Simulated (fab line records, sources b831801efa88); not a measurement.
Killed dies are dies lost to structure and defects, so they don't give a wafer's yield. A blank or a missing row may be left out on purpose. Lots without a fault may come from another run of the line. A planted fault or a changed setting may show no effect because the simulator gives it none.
Which tool did it? | flow gf180mcu | 7 lots, 21 wafers sampled, at 4 steps of a route of 602

WHAT THE GAUGES READ, wafer by wafer
GF_V1_RS_MEAS_24: measures by four-point-probe.
lot  | measured     | on            | V1_W_RS (ohm/sq)
L110 | day 18 14:47 | film_metro-03 | 0.3247 0.3250 0.3245
L112 | day 19 06:25 | film_metro-02 | 0.3318 0.3267 0.3297
L117 | day 20 22:35 | film_metro-02 | 0.3269 0.3272 0.3257
L120 | day 22 06:05 | film_metro-02 | 0.3255 0.3288 0.3258
L127 | day 24 13:16 | film_metro-01 | 0.3251 0.3289 0.3245
L129 | day 25 08:42 | film_metro-01 | 0.3261 0.3250 0.3230
L132 | day 26 19:47 | film_metro-01 | 0.3268 0.3291 0.3263

WHICH TOOL RAN EACH LOT (tool, then ch and the chambers of the sampled wafers, then the start)
lot  | GF_POLY_GATE_STRIP_14                | GF_HV_LDD_SOFTBAKE_42             | GF_V1_CVD_02
L110 | plasma_asher-03 ch 0,1, day 9 15:13  | litho_track-04 ch 0, day 12 10:03 | pecvd-04 ch 0,2, day 17 13:33
L112 | plasma_asher-01 ch 0,1, day 9 22:39  | litho_track-01 ch 0, day 12 20:19 | pecvd-04 ch 1,2, day 18 04:55
L117 | plasma_asher-01 ch 0,1, day 11 08:07 | litho_track-04 ch 0, day 14 08:20 | pecvd-04 ch 0,1,2, day 19 21:00
L120 | plasma_asher-02 ch 0,1, day 12 11:33 | litho_track-04 ch 0, day 15 12:45 | pecvd-04 ch 0,2, day 21 04:39
L127 | plasma_asher-03 ch 0,1, day 14 11:13 | litho_track-03 ch 0, day 17 18:37 | pecvd-02 ch 0,2, day 23 13:16
L129 | plasma_asher-03 ch 0,1, day 15 08:19 | litho_track-03 ch 0, day 18 17:16 | pecvd-01 ch 0,1,2, day 24 09:52
L132 | plasma_asher-03 ch 0,1, day 16 16:14 | litho_track-03 ch 0, day 20 06:58 | pecvd-04 ch 0,2, day 25 21:25
- GF_POLY_GATE_STRIP_14: strips in O2/N2.
- GF_HV_LDD_SOFTBAKE_42: time 60 s.
- GF_V1_CVD_02: deposits SiO2 from TEOS, target thk 850 nm, time 94.851 s.

THE ANSWER, worked out from the rows above alone
Rule: what is usual is taken from the lots themselves. Put in order of their means at a reading, lots are off if they are a third of the lots or fewer, leave a main group of 4 or more, and stand apart from it by a gap of 3 or more times the standard deviation of the main group's means; of several such gaps the widest counts. A main group whose means are all the same, to the digits that the tables above print for the reading, isn't used. A lot without any number at a reading at which 4 lots or more have one is off too. The other lots that the step has rows for count as sound.
No lot is off at any reading shown: from this, nothing can be told.

WHAT THE SIMULATOR HAD PUT IN
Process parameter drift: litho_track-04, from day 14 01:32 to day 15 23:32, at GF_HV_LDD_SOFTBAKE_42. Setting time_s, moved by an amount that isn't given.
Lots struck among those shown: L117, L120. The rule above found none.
